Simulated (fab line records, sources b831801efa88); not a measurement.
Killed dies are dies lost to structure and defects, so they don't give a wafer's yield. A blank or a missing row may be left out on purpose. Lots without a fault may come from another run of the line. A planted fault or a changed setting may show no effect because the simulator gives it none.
fab line records | flow sfq_line | part 2 of 2: steps 24 to 33 of 33
record lots=5 wafers=15 last_day=76
route steps=325 shown I1@80 M2@88 I2@103
lots that met no fault: from a run of the same line without faults
start_h: hours from the record's first day to the start of the lot's first wafer shown | wait_h: hours since the lot's step before | " the same as in the row above | L1.1+2: a row that stands for several wafers | - no value, or no start given | * or withheld: withheld | < > ~ a bound
route shown NAME@n: a module of which the file shows steps, and the number in the route of the first | usual: mean/standard deviation of fault-free wafers | same: alike in all rows | chamber/n: place in a boat | sites: the reading at each site | _std_site: their standard deviation | _edge_site: outer sites' mean less inner sites' | radius_mm: how far each site lies from the wafer's centre | mask NAME#n: copy n | behind: the tool/chamber that last shaped the wafer | hold: why the lot was held/for how many hours/how that ended | device: the transistor (n, p or np) that didn't switch | end of line: the same wafers' tests at the end of the route | a step without rows: its recipe alone | killed: dies lost to structure and defects at the first sort, not the wafer's yield | map: a wafer's dies, x killed, . not, _ none there
set.NAME: the setting as run; set.NAME@STEP: as run at that earlier step | model.NAME: the simulator's own value behind a step, which no gauge read
lots at some steps of the route; a table a step, a row a wafer
services: from which hour (start_h, from the record's first day; less than 0 if before it) a tool's chamber was out of use, for how many hours, and why
## steps
# step SFQ_TRILAYER_I2_CMP_CMP_064
# recipe material=SiO2 down_force_psi=3 platen_rpm=60 pad_velocity_m_s=0.94248
# usual edge_zone_pressure_frac=1.000/0.005 motor_current_A=9.7/0.7 time_to_endpoint_s=214/8.9
# columns lot.wafer tool chamber start_h wait_h edge_zone_pressure_frac motor_current_A time_to_endpoint_s
L076.2 cmp-02 0 478.10 1.2 0.996 9.8 211
L076.4 " 2 479.10 2.2 0.997 9.5 226
L076.5 " 1 480.60 3.7 0.989 8.9 208
L077.3 cmp-02 3 484.10 2.4 0.993 10.8 221
L077.4 " 1 485.10 3.4 0.999 9.0 211
L077.5 " 0 486.60 4.9 0.997 9.6 234
L081.3 cmp-02 1 518.33 1.8 0.999 8.9 210
L081.4 " 3 519.33 2.8 1.000 11.0 212
L081.5 " 2 520.83 4.3 1.004 9.6 212
L090.1 cmp-01 3 613.98 7.0 1.005 8.9 212
L090.5 " 3 615.98 9.0 0.991 9.3 213
L090.6 " 0 " " 1.003 9.8 229
L094.4 cmp-01 2 638.48 9.8 1.000 9.3 226
L094.1 " 0 639.48 10.8 1.002 9.8 217
L094.6 " 2 640.48 11.8 0.999 9.9 233
# step SFQ_I2_BOW_MEAS_917
# recipe mode=bow
# usual I2_BOW=0/8.7
# columns lot.wafer tool chamber start_h wait_h I2_BOW[um]
L076.2 film_metro-02 - 481.12 2.5 -6
L076.4 " - " " -13
L076.5 " - " " -6
L077.3 film_metro-01 - 487.14 2.5 -12
L077.4 " - " " -9
L077.5 " - " " -7
L081.3 film_metro-01 - 521.37 2.5 -10
L081.4 " - " " -12
L081.5 " - " " 0
L090.1 film_metro-02 - 616.98 2.5 1
L090.5 " - " " 1
L090.6 " - " " -2
L094.1 film_metro-01 - 640.98 1.0 4
L094.4 " - " " 14
L094.6 " - " " 2
# step SFQ_TRILAYER_I2_METRO_MEASURE_065
# usual thk_nm=200.4/1.5
# columns lot.wafer tool chamber start_h wait_h thk_nm
L076.2 film_metro-02 - 481.42 0.3 201.4
L076.4 " - " " 202.1
L076.5 " - " " 200.7
L077.3 film_metro-01 - 487.62 0.5 200.8
L077.4 " - " " 199.9
L077.5 " - " " 202.1
L081.3 film_metro-01 - 521.85 0.5 199.5
L081.4 " - " " 200.5
L081.5 " - " " 201.9
L090.1 film_metro-02 - 617.10 0.1 199.4
L090.5 " - " " 199.5
L090.6 " - " " 202.4
L094.1 film_metro-01 - 641.10 0.1 200.3
L094.4 " - " " 201.0
L094.6 " - " " 201.1
# step SFQ_TRILAYER_I2_VIA_LITHO_COAT_072
# recipe resist=BARC spin_rpm=3000 resist_thk_nm=62
# usual resist_line_temp_C=23.01/0.13
# columns lot.wafer tool chamber start_h wait_h resist_line_temp_C
L076.2 litho_track-02 0 482.47 0.8 22.94
L076.4 " 0 " " 22.91
L076.5 " 0 " " 23.06
L077.3 litho_track-02 0 488.52 0.7 23.15
L077.4 " 0 " " 23.06
L077.5 " 0 " " 22.91
L081.3 litho_track-04 0 522.75 0.7 23.18
L081.4 " 0 " " 23.15
L081.5 " 0 " " 23.13
L090.1 litho_track-04 0 618.30 1.0 22.82
L090.5 " 0 " " 22.90
L090.6 " 0 " " 22.92
L094.1 litho_track-01 0 642.71 1.4 22.99
L094.4 " 0 " " 23.08
L094.6 " 0 " " 23.01
# step SFQ_TRILAYER_I2_VIA_LITHO_COAT_067
# recipe resist=KrF spin_rpm=3000 resist_thk_nm=650
# usual resist_line_temp_C=23.02/0.12
# columns lot.wafer tool chamber start_h wait_h resist_line_temp_C
L076.2 litho_track-02 0 482.77 0.2 23.09
L076.4 " 0 " " 23.15
L076.5 " 0 " " 23.01
L077.3 litho_track-02 0 488.82 0.2 23.22
L077.4 " 0 " " 22.97
L077.5 " 0 " " 23.06
L081.3 litho_track-04 0 523.05 0.2 23.09
L081.4 " 0 " " 22.91
L081.5 " 0 " " 23.06
L090.1 litho_track-04 0 618.60 0.2 22.99
L090.5 " 0 " " 22.78
L090.6 " 0 " " 23.03
L094.1 litho_track-01 0 643.01 0.2 23.07
L094.4 " 0 " " 22.99
L094.6 " 0 " " 23.01
# step SFQ_TRILAYER_I2_VIA_LITHO_SOFTBAKE_071
# recipe temp_c=withheld time_s=withheld resist=KrF
# usual resist_line_temp_C=*
# columns lot.wafer tool chamber start_h wait_h resist_line_temp_C
L076.2 litho_track-02 0 483.04 0.2 *
L076.4 " 0 " " *
L076.5 " 0 " " *
L077.3 litho_track-02 0 489.07 0.2 *
L077.4 " 0 " " *
L077.5 " 0 " " *
L081.3 litho_track-04 0 523.30 0.2 *
L081.4 " 0 " " *
L081.5 " 0 " " *
L090.1 litho_track-04 0 618.90 0.2 *
L090.5 " 0 " " *
L090.6 " 0 " " *
L094.1 litho_track-01 0 643.31 0.2 *
L094.4 " 0 " " *
L094.6 " 0 " " *
# step SFQ_TRILAYER_I2_VIA_LITHO_EXPOSE_068
# recipe mask_id=I2 na=0.6 source_shape=conventional sigma_outer=0.65 target_cd_nm=500 dose_mj=21.3
# usual stage_vel_mm_s=500.00/0.25
# columns lot.wafer tool chamber start_h wait_h mask stage_vel_mm_s
L076.2 krf_scanner-01 0 547.66 - I2#0 499.92
L076.4 " 0 " " I2#0 500.49
L076.5 " 0 " " I2#0 500.26
L077.3 krf_scanner-01 0 551.46 - I2#0 499.64
L077.4 " 0 " " I2#0 499.79
L077.5 " 0 " " I2#0 499.57
L081.3 krf_scanner-01 0 584.61 - I2#0 499.71
L081.4 " 0 " " I2#0 499.86
L081.5 " 0 " " I2#0 499.85
L090.1 krf_scanner-01 0 692.53 - I2#0 499.74
L090.5 " 0 " " I2#0 500.06
L090.6 " 0 " " I2#0 499.79
L094.1 krf_scanner-01 0 720.13 - I2#0 499.84
L094.4 " 0 " " I2#0 500.15
L094.6 " 0 " " I2#0 499.79
# step SFQ_TRILAYER_I2_VIA_LITHO_PEB_070
# recipe peb_temp_c=115 peb_time_s=60 resist=KrF
# usual resist_line_temp_C=22.99/0.11
# columns lot.wafer tool chamber start_h wait_h resist_line_temp_C
L076.2 litho_track-04 0 548.69 0.8 22.98
L076.4 " 0 " " 22.99
L076.5 " 0 " " 23.06
L077.3 litho_track-01 0 552.31 0.7 22.96
L077.4 " 0 " " 22.83
L077.5 " 0 " " 22.90
L081.3 litho_track-04 0 585.46 0.7 23.04
L081.4 " 0 " " 23.06
L081.5 " 0 " " 23.22
L090.1 litho_track-04 0 693.73 1.0 22.79
L090.5 " 0 " " 22.93
L090.6 " 0 " " 22.86
L094.1 litho_track-01 0 721.33 1.0 23.02
L094.4 " 0 " " 22.98
L094.6 " 0 " " 23.07
# step SFQ_TRILAYER_I2_VIA_LITHO_DEVELOP_069
# recipe time_s=60 resist=KrF
# usual resist_line_temp_C=23.00/0.1
# columns lot.wafer tool chamber start_h wait_h resist_line_temp_C
L076.2 litho_track-04 0 548.84 0.1 23.01
L076.4 " 0 " " 23.00
L076.5 " 0 " " 22.97
L077.3 litho_track-01 0 552.46 0.1 23.07
L077.4 " 0 " " 22.95
L077.5 " 0 " " 23.07
L081.3 litho_track-04 0 585.61 0.1 23.27
L081.4 " 0 " " 23.21
L081.5 " 0 " " 23.14
L090.1 litho_track-04 0 693.88 0.1 22.96
L090.5 " 0 " " 23.02
L090.6 " 0 " " 22.94
L094.1 litho_track-01 0 721.48 0.1 22.96
L094.4 " 0 " " 22.94
L094.6 " 0 " " 23.04
# step SFQ_I2_OVL_MEAS_918
# usual I2_OVL=-4/5.9
# columns lot.wafer tool chamber start_h wait_h I2_OVL[nm]
L076.2 overlay-02 - 548.97 0.1 -5
L076.4 " - " " -10
L076.5 " - " " -8
L077.3 overlay-01 - 552.57 0.1 -5
L077.4 " - " " -3
L077.5 " - " " -8
L081.3 overlay-02 - 585.72 0.1 -3
L081.4 " - " " 4
L081.5 " - " " 4
L090.1 overlay-02 - 694.03 0.1 -2
L090.5 " - " " -4
L090.6 " - " " -2
L094.1 overlay-02 - 721.63 0.1 -1
L094.4 " - " " 5
L094.6 " - " " 7
## services
# columns tool chamber start_h hours kind
rie_diel-02 0 406.87 3.5 repair
rie_diel-02 3 409.13 2.0 repair
krf_scanner-01 - 411.31 0.8 pm
pvd_sputter-06 - 412.21 0.8 repair
krf_scanner-02 - 422.28 0.5 repair
krf_scanner-01 - 432.46 1.0 pm
krf_scanner-01 - 437.06 1.3 pm
krf_scanner-02 - 467.91 1.0 pm
rie_metal-01 - 469.53 2.8 pm
krf_scanner-02 - 482.65 11.1 repair
krf_scanner-02 - 493.75 1.3 pm
krf_scanner-02 - 495.05 0.8 pm
rie_metal-02 - 533.04 2.8 pm
krf_scanner-01 - 579.86 0.8 pm
krf_scanner-02 - 590.60 4.4 pm
krf_scanner-01 - 601.01 1.0 pm
krf_scanner-01 - 612.81 1.3 pm
pvd_sputter-05 - 614.02 3.1 repair
krf_scanner-02 - 636.98 1.0 pm
krf_scanner-02 - 644.43 1.0 repair
rie_metal-01 1 646.93 4.7 repair
krf_scanner-01 - 651.31 4.0 pm
krf_scanner-02 - 663.40 0.8 pm
krf_scanner-02 - 664.15 1.3 pm
